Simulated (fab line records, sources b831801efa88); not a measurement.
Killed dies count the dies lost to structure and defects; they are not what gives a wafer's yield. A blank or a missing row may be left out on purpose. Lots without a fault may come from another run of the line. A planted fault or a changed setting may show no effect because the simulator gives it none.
fab line records	flow gf180mcu
[record] lots = 24	wafers = 72	last-day = 34
route steps=602 shown CONTACT@303 M2@364 V2@386 M4@471 MIM@511
lots with no fault: from the same line, run without faults
start-h: hours from the record's first day to the start of the lot's first wafer shown	wait-h: hours elapsed since this lot's preceding step	" identical to the entry in the row above	L1.1+2: a single row standing in for several wafers	- no value present, or no start provided	* or withheld: withheld	< > ~ a bound
route shown NAME@n: names a module that has steps shown in the file, with the first one's number in the route	usual: mean/standard deviation taken from wafers without a fault	same: alike in all rows	chamber/n: place in a boat	sites: each site's reading	_std_site: standard deviation across them	_edge_site: the outer-site mean with the inner-site mean subtracted	radius-mm: how far each site lies from the wafer's centre	mask NAME#n: copy n	behind: the most recent tool/chamber to have shaped the wafer	hold: why the lot was held/for how many hours/how that ended	device: which transistor (n, p or np) failed to switch	end of line: at the end of the route, the tests of the same wafers	for a step that has no rows: nothing shown but its recipe	killed: the dies lost at the first sort to structure and to defects; this is not the yield of the wafer	map: a wafer's dies, marking killed ones x, the rest . and places with no die _
set.NAME: setting as actually run; set.NAME@STEP: the setting as run at that earlier step	model.NAME: the simulator's own value behind a step, which no gauge read
the route's steps for a sample of lots (tables are steps, rows are wafers)
services: from which hour (start-h, from the record's first day; less than 0 if before it) a tool's chamber was out of use, for how many hours, and why
[[steps]]
[step GF_CONTACT_ETCH_16]
[recipe] chemistry = N2/H2	target-depth-a = withheld	overetch-a = withheld	time-s = withheld	target = BARC	ion-energy-ev = 200	source-w = 500	bias-w = 100	pressure-mtorr = 30	n2-flow-sccm = 100	h2-flow-sccm = 200
[usual] drypump-motor-current-A = 6.0/0.61	oes-product-au = 0.856/0.0048	throttle-valve-pct = 13.226/0.0082
lot.wafer	tool	chamber	start-h	wait-h	drypump-motor-current-A	oes-product-au	throttle-valve-pct
L074.1	rie-diel-02	0	368.27	0.0	6.0	0.852	13.219
L074.3	"	1	"	"	6.4	0.855	13.224
L074.6	"	1	"	"	6.4	0.860	13.232
L075.1	rie-diel-03	0	378.77	0.0	4.8	0.856	13.218
L075.2	"	1	"	"	6.2	0.862	13.231
L075.4	"	3	"	"	5.0	0.857	13.244
L076.1	rie-diel-01	0	382.97	0.0	6.6	0.845	13.223
L076.2	"	2	"	"	5.0	0.855	13.224
L076.3	"	3	"	"	5.8	0.859	13.214
L078.2	rie-diel-02	0	397.38	0.0	5.9	0.848	13.220
L078.3	"	2	"	"	6.4	0.846	13.224
L078.5	"	2	"	"	6.4	0.845	13.223
L077.4	rie-diel-03	0	400.07	0.0	4.7	0.851	13.227
L077.5	"	0	"	"	4.7	0.850	13.215
L077.6	"	1	"	"	6.2	0.854	13.236
L079.3	rie-diel-01	2	408.14	0.0	5.0	0.863	13.226
L079.4	"	0	"	"	6.5	0.870	13.232
L079.5	"	3	"	"	5.8	0.856	13.239
L080.2	rie-diel-02	2	416.82	0.0	6.5	0.849	13.229
L080.3	"	0	"	"	5.9	0.856	13.227
L080.5	"	2	"	"	6.5	0.852	13.222
L081.1	rie-diel-02	1	427.47	0.0	6.4	0.855	13.220
L081.2	"	0	"	"	5.9	0.857	13.228
L081.4	"	3	"	"	6.6	0.861	13.218
L082.3	rie-diel-01	3	429.02	0.0	5.8	0.858	13.225
L082.4	"	2	"	"	5.0	0.850	13.241
L082.5	"	2	"	"	5.0	0.855	13.224
L083.1	rie-diel-02	2	441.99	0.0	6.5	0.850	13.217
L083.2	"	0	"	"	5.9	0.853	13.228
L083.6	"	0	"	"	5.9	0.853	13.225
L084.1	rie-diel-02	2	452.27	0.0	6.5	0.857	13.219
L084.2	"	0	"	"	5.9	0.851	13.226
L084.4	"	2	"	"	6.4	0.855	13.207
L085.2	rie-diel-02	2	461.17	0.0	6.5	0.860	13.219
L085.3	"	1	"	"	6.4	0.862	13.224
L085.5	"	1	"	"	6.4	0.854	13.215
L086.3	rie-diel-02	2	470.54	0.0	6.5	0.851	13.213
L086.5	"	1	"	"	6.4	0.862	13.239
L086.6	"	2	"	"	6.4	0.857	13.244
L087.1	rie-diel-02	2	475.77	0.0	6.5	0.858	13.220
L087.3	"	3	"	"	6.6	0.857	13.216
L087.6	"	1	"	"	6.4	0.862	13.219
L088.1	rie-diel-02	3	488.34	0.0	6.6	0.861	13.218
L088.2	"	0	"	"	5.9	0.862	13.225
L088.4	"	1	"	"	6.4	0.853	13.223
L089.2	rie-diel-03	2	498.87	0.0	5.3	0.854	13.225
L089.3	"	3	"	"	5.0	0.864	13.215
L089.4	"	1	"	"	6.2	0.856	13.230
L090.1	rie-diel-01	3	504.02	0.0	5.8	0.856	13.221
L090.2	"	1	"	"	6.3	0.847	13.226
L090.3	"	0	"	"	6.5	0.855	13.230
L091.2	rie-diel-01	2	511.97	0.0	5.0	0.856	13.233
L091.4	"	3	"	"	5.8	0.853	13.220
L091.6	"	3	"	"	5.8	0.858	13.239
L092.4	rie-diel-01	2	521.47	0.0	5.0	0.857	13.238
L092.5	"	0	"	"	6.6	0.850	13.233
L092.6	"	3	"	"	5.8	0.860	13.241
L093.1	rie-diel-03	3	529.89	0.0	5.0	0.856	13.221
L093.2	"	2	"	"	5.3	0.860	13.232
L093.3	"	0	"	"	4.8	0.850	13.210
L094.1	rie-diel-01	3	532.52	0.0	5.8	0.866	13.219
L094.4	"	1	"	"	6.4	0.856	13.213
L094.5	"	2	"	"	5.0	0.853	13.223
L095.4	rie-diel-02	3	539.42	0.0	6.6	0.850	13.223
L095.5	"	3	"	"	6.6	0.857	13.229
L095.6	"	2	"	"	6.4	0.856	13.228
L096.2	rie-diel-02	3	548.68	0.0	6.6	0.858	13.227
L096.4	"	1	"	"	6.4	0.854	13.230
L096.6	"	0	"	"	5.9	0.851	13.231
L097.1	rie-diel-03	0	558.16	0.0	4.8	0.858	13.224
L097.5	"	3	"	"	5.0	0.867	13.219
L097.6	"	2	"	"	5.3	0.856	13.227
[step GF_M2_SPUTTER_02]
[recipe] material = AlCu	target-thk-nm = 450	power-w = 10600	time-s = 23.9	chamber-pressure-pa = 0.4
[usual] throttle-valve-pct = 30.0/0.88
lot.wafer	tool	chamber	start-h	wait-h	throttle-valve-pct
L074.1	pvd-sputter-04	-	418.05	0.0	28.8
L074.3	"	-	"	"	31.0
L074.6	"	-	"	"	28.8
L075.1	pvd-sputter-01	-	434.11	0.0	30.7
L075.2	"	-	"	"	28.9
L075.4	"	-	"	"	29.1
L076.1	pvd-sputter-04	-	434.30	0.0	29.3
L076.2	"	-	"	"	29.3
L076.3	"	-	"	"	31.2
L078.2	pvd-sputter-01	-	448.43	0.0	30.9
L078.3	"	-	"	"	29.4
L078.5	"	-	"	"	30.9
L077.4	pvd-sputter-04	-	452.62	0.0	31.1
L077.5	"	-	"	"	28.9
L077.6	"	-	"	"	29.6
L079.3	pvd-sputter-04	-	460.20	0.0	31.1
L079.4	"	-	"	"	29.4
L079.5	"	-	"	"	29.2
L080.2	pvd-sputter-01	-	470.72	0.0	29.1
L080.3	"	-	"	"	31.0
L080.5	"	-	"	"	30.9
L081.1	pvd-sputter-03	-	480.80	0.0	29.7
L081.2	"	-	"	"	31.2
L081.4	"	-	"	"	29.9
L082.3	pvd-sputter-01	-	481.75	0.0	31.3
L082.4	"	-	"	"	29.1
L082.5	"	-	"	"	30.6
L083.1	pvd-sputter-01	-	495.15	0.0	29.1
L083.2	"	-	"	"	29.4
L083.6	"	-	"	"	31.3
L084.1	pvd-sputter-01	-	504.75	0.0	31.1
L084.2	"	-	"	"	29.4
L084.4	"	-	"	"	30.9
L085.2	pvd-sputter-01	-	513.20	0.0	30.6
L085.3	"	-	"	"	29.4
L085.5	"	-	"	"	29.5
L086.3	pvd-sputter-01	-	522.03	0.0	29.5
L086.5	"	-	"	"	29.1
L086.6	"	-	"	"	31.3
L087.1	pvd-sputter-01	-	528.10	0.0	29.4
L087.3	"	-	"	"	30.9
L087.6	"	-	"	"	30.8
L088.1	pvd-sputter-03	-	539.32	0.0	30.3
L088.2	"	-	"	"	29.8
L088.4	"	-	"	"	29.6
L089.2	pvd-sputter-01	-	548.44	0.0	31.3
L089.3	"	-	"	"	29.0
L089.4	"	-	"	"	29.3
L090.1	pvd-sputter-03	-	554.10	0.0	29.7
L090.2	"	-	"	"	31.3
L090.3	"	-	"	"	30.2
L091.2	pvd-sputter-01	-	562.15	0.0	29.0
L091.4	"	-	"	"	30.8
L091.6	"	-	"	"	30.7
L092.4	pvd-sputter-04	-	570.41	0.0	31.3
L092.5	"	-	"	"	29.4
L092.6	"	-	"	"	31.4
L093.1	pvd-sputter-04	-	578.49	0.0	28.8
L093.2	"	-	"	"	29.4
L093.3	"	-	"	"	31.0
L094.1	pvd-sputter-03	-	581.57	0.0	31.6
L094.4	"	-	"	"	30.0
L094.5	"	-	"	"	29.6
L095.4	pvd-sputter-03	-	588.15	0.0	31.2
L095.5	"	-	"	"	29.4
L095.6	"	-	"	"	29.9
L096.2	pvd-sputter-01	-	596.24	0.0	28.8
L096.4	"	-	"	"	31.4
L096.6	"	-	"	"	29.4
L097.1	pvd-sputter-04	-	605.45	0.0	29.2
L097.5	"	-	"	"	29.4
L097.6	"	-	"	"	28.9
[step GF_V2_CMP_04]
[recipe] material = SiO2	down-force-psi = 4	platen-rpm = 60	pad-velocity-m-s = 0.94248
[usual] motor-current-A = 12.7/1.6	retaining-ring-pressure-frac = 1.001/0.0043	time-to-endpoint-s = 82/5.8
lot.wafer	tool	chamber	start-h	wait-h	motor-current-A	retaining-ring-pressure-frac	time-to-endpoint-s
L074.1	cmp-01	1	442.78	0.1	15.8	1.007	77
L074.3	"	2	"	"	11.6	1.001	69
L074.6	"	2	"	"	11.7	1.000	80
L075.2	cmp-01	2	459.09	0.0	11.8	0.998	77
L075.4	"	3	"	"	13.8	0.998	81
L075.1	"	0	"	"	12.4	0.997	75
L076.3	cmp-02	2	459.31	0.0	12.4	0.996	83
L076.2	"	3	"	"	13.3	1.001	83
L076.1	"	1	"	"	13.1	1.002	87
L078.2	cmp-01	0	473.52	0.1	12.8	1.002	83
L078.3	"	1	"	"	15.3	1.000	79
L078.5	"	2	"	"	11.7	0.996	84
L077.4	cmp-02	1	477.75	0.0	12.0	1.001	82
L077.5	"	1	"	"	12.6	1.001	78
L077.6	"	2	"	"	12.2	1.000	84
L079.3	cmp-02	0	485.34	0.1	9.9	1.006	76
L079.4	"	1	"	"	12.8	0.995	78
L079.5	"	3	"	"	13.2	0.999	79
L080.2	cmp-02	0	496.49	0.0	9.5	1.000	74
L080.3	"	2	"	"	11.9	1.010	77
L080.5	"	1	"	"	12.6	0.999	75
L081.1	cmp-01	2	506.09	0.1	11.9	1.006	74
L081.4	"	3	"	"	14.5	1.002	87
L081.2	"	1	"	"	15.5	0.996	82
L082.4	cmp-01	2	506.85	0.0	12.1	0.996	73
L082.3	"	3	"	"	14.2	1.004	83
L082.5	"	3	"	"	14.1	1.003	85
L083.1	cmp-01	2	520.09	0.1	11.8	0.995	76
L083.2	"	0	"	"	12.8	1.000	88
L083.6	"	2	"	"	11.9	0.998	87
L084.1	cmp-02	3	528.94	0.1	13.3	0.997	78
L084.4	"	0	"	"	9.6	0.997	80
L084.2	"	2	"	"	11.7	1.003	75
L085.2	cmp-02	1	537.38	0.1	12.6	0.997	73
L085.3	"	2	"	"	12.8	1.003	79
L085.5	"	1	"	"	11.8	0.991	81
L086.3	cmp-02	2	545.74	0.1	12.1	1.008	75
L086.5	"	1	"	"	12.5	0.999	80
L086.6	"	2	"	"	13.0	1.001	77
L087.1	cmp-02	1	552.13	0.1	12.3	1.011	76
L087.3	"	2	"	"	11.7	1.004	82
L087.6	"	2	"	"	11.7	1.010	86
L088.2	cmp-01	2	563.14	0.0	12.4	0.998	77
L088.4	"	3	"	"	13.5	1.002	93
L088.1	"	1	"	"	15.6	0.997	83
L089.4	cmp-01	3	572.12	0.0	14.2	1.007	96
L089.3	"	1	"	"	15.6	1.004	84
L089.2	"	2	"	"	11.3	1.001	78
L090.1	cmp-01	2	576.80	0.1	12.4	0.994	86
L090.3	"	3	"	"	14.1	1.009	85
L090.2	"	0	"	"	12.7	1.000	82
L091.2	cmp-02	2	584.22	0.0	12.4	1.002	81
L091.4	"	3	"	"	12.3	0.995	80
L091.6	"	3	"	"	12.8	1.002	81
L092.4	cmp-01	1	592.81	0.0	15.8	1.005	97
L092.6	"	1	"	"	15.9	1.008	93
L092.5	"	2	"	"	11.8	1.003	89
L093.2	cmp-01	0	600.67	0.0	12.8	1.000	80
L093.3	"	2	"	"	11.7	1.001	84
L093.1	"	3	"	"	13.7	0.996	80
L094.4	cmp-02	3	603.26	0.1	12.5	1.007	78
L094.1	"	0	"	"	9.7	0.992	82
L094.5	"	2	"	"	11.8	0.997	84
L095.4	cmp-02	1	609.96	0.1	12.4	1.003	82
L095.5	"	3	"	"	13.2	1.004	80
L095.6	"	0	"	"	9.7	0.993	84
L096.4	cmp-01	1	618.23	0.1	15.5	0.994	88
L096.2	"	2	"	"	11.6	1.003	74
L096.6	"	0	"	"	12.1	1.001	88
L097.1	cmp-01	3	627.67	0.2	13.9	1.010	89
L097.6	"	0	"	"	12.1	1.008	88
L097.5	"	1	"	"	16.8	0.993	88
[step GF_V2_CD_MEAS_14]
[recipe] target-cd-nm = 260
[usual] cd-nm = 259.9/1.2
lot.wafer	tool	chamber	start-h	wait-h	cd-nm
L074.1	cd-sem-02	-	467.31	0.1	257.3
L074.3	"	-	"	"	258.5
L074.6	"	-	"	"	257.1
L075.1	cd-sem-02	-	482.86	0.1	260.6
L075.2	"	-	"	"	260.1
L075.4	"	-	"	"	261.2
L076.1	cd-sem-02	-	483.26	0.1	259.1
L076.2	"	-	"	"	260.0
L076.3	"	-	"	"	261.0
L078.2	cd-sem-01	-	498.08	0.1	259.2
L078.3	"	-	"	"	259.9
L078.5	"	-	"	"	259.8
L077.4	cd-sem-01	-	502.79	0.1	259.6
L077.5	"	-	"	"	259.4
L077.6	"	-	"	"	260.4
L079.3	cd-sem-02	-	510.00	0.1	259.2
L079.4	"	-	"	"	260.7
L079.5	"	-	"	"	260.1
L080.2	cd-sem-01	-	519.73	0.1	261.2
L080.3	"	-	"	"	260.2
L080.5	"	-	"	"	259.5
L081.1	cd-sem-02	-	529.56	0.1	260.5
L081.2	"	-	"	"	261.8
L081.4	"	-	"	"	261.9
L082.3	cd-sem-01	-	530.55	0.1	258.6
L082.4	"	-	"	"	259.7
L082.5	"	-	"	"	259.4
L083.1	cd-sem-02	-	543.01	0.1	261.6
L083.2	"	-	"	"	262.0
L083.6	"	-	"	"	261.5
L084.1	cd-sem-01	-	551.71	0.1	260.7
L084.2	"	-	"	"	259.1
L084.4	"	-	"	"	260.3
L085.2	cd-sem-02	-	560.48	0.1	260.1
L085.3	"	-	"	"	261.3
L085.5	"	-	"	"	258.8
L086.3	cd-sem-01	-	568.07	0.1	261.3
L086.5	"	-	"	"	261.3
L086.6	"	-	"	"	262.6
L087.1	cd-sem-02	-	574.08	0.1	258.5
L087.3	"	-	"	"	260.0
L087.6	"	-	"	"	259.2
L088.1	cd-sem-01	-	584.96	0.1	260.3
L088.2	"	-	"	"	261.7
L088.4	"	-	"	"	260.3
L089.2	cd-sem-01	-	593.75	0.1	259.4
L089.3	"	-	"	"	259.6
L089.4	"	-	"	"	259.1
L090.1	cd-sem-02	-	598.16	0.1	259.1
L090.2	"	-	"	"	259.5
L090.3	"	-	"	"	259.4
L091.2	cd-sem-02	-	605.03	0.1	260.6
L091.4	"	-	"	"	260.2
L091.6	"	-	"	"	259.9
L092.4	cd-sem-01	-	614.34	0.1	259.3
L092.5	"	-	"	"	258.8
L092.6	"	-	"	"	259.5
L093.1	cd-sem-02	-	621.51	0.1	259.2
L093.2	"	-	"	"	259.9
L093.3	"	-	"	"	259.3
L094.1	cd-sem-01	-	624.21	0.1	259.5
L094.4	"	-	"	"	259.5
L094.5	"	-	"	"	259.7
L095.4	cd-sem-02	-	630.42	0.1	259.5
L095.5	"	-	"	"	260.4
L095.6	"	-	"	"	258.8
L096.2	cd-sem-01	-	638.68	0.1	261.3
L096.4	"	-	"	"	261.6
L096.6	"	-	"	"	260.2
L097.1	cd-sem-02	-	647.36	0.1	258.8
L097.5	"	-	"	"	258.1
L097.6	"	-	"	"	257.3
[step GF_M4_OVL_MEAS_15]
[usual] M4_OVL = 0/5.4
lot.wafer	tool	chamber	start-h	wait-h	M4_OVL[nm]
L074.1	overlay-01	-	542.18	0.1	-5
L074.3	"	-	"	"	-1
L074.6	"	-	"	"	-6
L075.1	overlay-01	-	557.10	0.1	5
L075.2	"	-	"	"	-3
L075.4	"	-	"	"	3
L076.1	overlay-01	-	557.45	0.1	4
L076.2	"	-	"	"	0
L076.3	"	-	"	"	4
L078.2	overlay-01	-	570.33	0.1	6
L078.3	"	-	"	"	-2
L078.5	"	-	"	"	7
L077.4	overlay-01	-	575.48	0.1	6
L077.5	"	-	"	"	3
L077.6	"	-	"	"	4
L079.3	overlay-01	-	581.43	0.1	0
L079.4	"	-	"	"	-2
L079.5	"	-	"	"	-8
L080.2	overlay-02	-	590.23	0.1	-4
L080.3	"	-	"	"	-10
L080.5	"	-	"	"	-4
L081.1	overlay-02	-	600.53	0.1	-3
L081.2	"	-	"	"	2
L081.4	"	-	"	"	-6
L082.3	overlay-01	-	601.28	0.1	2
L082.4	"	-	"	"	2
L082.5	"	-	"	"	5
L083.1	overlay-02	-	612.60	0.1	1
L083.2	"	-	"	"	4
L083.6	"	-	"	"	-7
L084.1	overlay-02	-	619.85	0.1	4
L084.2	"	-	"	"	7
L084.4	"	-	"	"	7
L085.2	overlay-01	-	629.13	0.1	-7
L085.3	"	-	"	"	-2
L085.5	"	-	"	"	-9
L086.3	overlay-01	-	635.13	0.1	-4
L086.5	"	-	"	"	2
L086.6	"	-	"	"	1
L087.1	overlay-01	-	640.42	0.1	0
L087.3	"	-	"	"	2
L087.6	"	-	"	"	2
L088.1	overlay-01	-	650.53	0.1	-12
L088.2	"	-	"	"	-9
L088.4	"	-	"	"	1
L089.2	overlay-01	-	659.33	0.1	2
L089.3	"	-	"	"	-1
L089.4	"	-	"	"	3
L090.1	overlay-01	-	663.97	0.1	2
L090.2	"	-	"	"	-9
L090.3	"	-	"	"	2
L091.2	overlay-02	-	670.10	0.1	-2
L091.4	"	-	"	"	-15
L091.6	"	-	"	"	-7
L092.4	overlay-01	-	679.12	0.1	0
L092.5	"	-	"	"	0
L092.6	"	-	"	"	8
L093.1	overlay-01	-	685.83	0.1	10
L093.2	"	-	"	"	2
L093.3	"	-	"	"	7
L094.1	overlay-01	-	688.07	0.1	2
L094.4	"	-	"	"	12
L094.5	"	-	"	"	6
L095.4	overlay-02	-	693.89	0.1	2
L095.5	"	-	"	"	3
L095.6	"	-	"	"	-2
L096.2	overlay-02	-	702.23	0.1	4
L096.4	"	-	"	"	1
L096.6	"	-	"	"	1
L097.1	overlay-02	-	709.58	0.1	-9
L097.5	"	-	"	"	1
L097.6	"	-	"	"	0
[step GF_MIM_SPUTTER_08]
[recipe] material = AlCu	target-thk-nm = 200	power-w = 10600	time-s = 10.6	chamber-pressure-pa = 0.4
[usual] throttle-valve-pct = 29.9/0.83
lot.wafer	tool	chamber	start-h	wait-h	throttle-valve-pct
L074.1	pvd-sputter-01	-	567.53	0.0	31.0
L074.3	"	-	"	"	31.2
L074.6	"	-	"	"	30.7
L075.1	pvd-sputter-01	-	582.11	0.0	28.8
L075.2	"	-	"	"	29.6
L075.4	"	-	"	"	30.7
L076.1	pvd-sputter-04	-	582.73	0.0	29.1
L076.2	"	-	"	"	28.9
L076.3	"	-	"	"	31.0
L078.2	pvd-sputter-04	-	594.67	0.0	31.0
L078.3	"	-	"	"	29.2
L078.5	"	-	"	"	31.2
L077.4	pvd-sputter-01	-	599.93	0.0	31.1
L077.5	"	-	"	"	30.8
L077.6	"	-	"	"	29.3
L079.3	pvd-sputter-02	-	605.31	0.0	30.2
L079.4	"	-	"	"	30.0
L079.5	"	-	"	"	30.2
L080.2	pvd-sputter-04	-	614.75	0.0	31.1
L080.3	"	-	"	"	29.1
L080.5	"	-	"	"	29.2
L081.1	pvd-sputter-04	-	624.67	0.0	31.0
L081.2	"	-	"	"	29.1
L081.4	"	-	"	"	28.9
L082.3	pvd-sputter-01	-	625.14	0.0	31.0
L082.4	"	-	"	"	29.1
L082.5	"	-	"	"	29.0
L083.1	pvd-sputter-02	-	635.49	0.0	30.4
L083.2	"	-	"	"	28.8
L083.6	"	-	"	"	29.7
L084.1	pvd-sputter-02	-	643.03	0.0	30.1
L084.2	"	-	"	"	30.2
L084.4	"	-	"	"	28.7
L085.2	pvd-sputter-01	-	652.00	0.0	28.8
L085.3	"	-	"	"	30.9
L085.5	"	-	"	"	29.2
L086.3	pvd-sputter-01	-	657.95	0.0	31.1
L086.5	"	-	"	"	30.6
L086.6	"	-	"	"	28.9
L087.1	pvd-sputter-01	-	663.60	0.0	29.2
L087.3	"	-	"	"	31.2
L087.6	"	-	"	"	29.4
L088.1	pvd-sputter-04	-	673.47	0.0	29.3
L088.2	"	-	"	"	29.2
L088.4	"	-	"	"	29.2
L089.2	pvd-sputter-04	-	681.37	0.0	29.2
L089.3	"	-	"	"	31.0
L089.4	"	-	"	"	28.9
L090.1	pvd-sputter-01	-	686.15	0.0	29.0
L090.2	"	-	"	"	29.2
L090.3	"	-	"	"	30.7
L091.2	pvd-sputter-02	-	692.34	0.0	29.0
L091.4	"	-	"	"	30.4
L091.6	"	-	"	"	30.2
L092.4	pvd-sputter-02	-	701.42	0.0	28.8
L092.5	"	-	"	"	29.8
L092.6	"	-	"	"	30.2
L093.1	pvd-sputter-01	-	707.78	0.0	29.4
L093.2	"	-	"	"	30.6
L093.3	"	-	"	"	29.2
L094.1	pvd-sputter-02	-	710.01	0.0	29.7
L094.4	"	-	"	"	30.3
L094.5	"	-	"	"	28.8
L095.4	pvd-sputter-02	-	715.27	0.0	28.8
L095.5	"	-	"	"	30.2
L095.6	"	-	"	"	29.7
L096.2	pvd-sputter-04	-	723.38	0.0	31.3
L096.4	"	-	"	"	29.3
L096.6	"	-	"	"	31.0
L097.1	pvd-sputter-01	-	730.58	0.0	29.2
L097.5	"	-	"	"	30.7
L097.6	"	-	"	"	28.8
[[services]]
tool	chamber	start-h	hours	kind
rie-diel-01	2	346.84	22.9	repair
cmp-02	-	363.29	1.1	repair
cmp-02	-	365.38	1.1	repair
pvd-sputter-02	-	372.60	4.0	repair
cmp-01	-	381.96	0.9	repair
cmp-01	-	387.56	3.6	pm
rie-diel-02	3	394.79	6.9	repair
rie-diel-02	1	398.84	11.0	repair
rie-diel-02	2	399.82	2.4	repair
cmp-01	-	403.13	6.6	pm
cmp-01	-	409.76	4.0	pm
cmp-01	-	409.80	3.0	repair
cmp-02	-	452.16	0.3	repair
cmp-02	-	489.51	3.9	repair
cmp-01	-	496.76	0.5	repair
pvd-sputter-01	-	516.80	0.6	repair
cmp-02	-	563.98	1.8	repair
cmp-02	-	572.06	4.0	pm
cmp-02	-	604.94	4.8	pm
rie-diel-02	-	610.03	0.8	repair
rie-diel-02	2	636.63	7.1	repair
cmp-01	-	637.20	1.9	repair
rie-diel-02	-	657.86	0.3	repair
pvd-sputter-01	-	715.90	5.5	repair
[[key]]
fault none
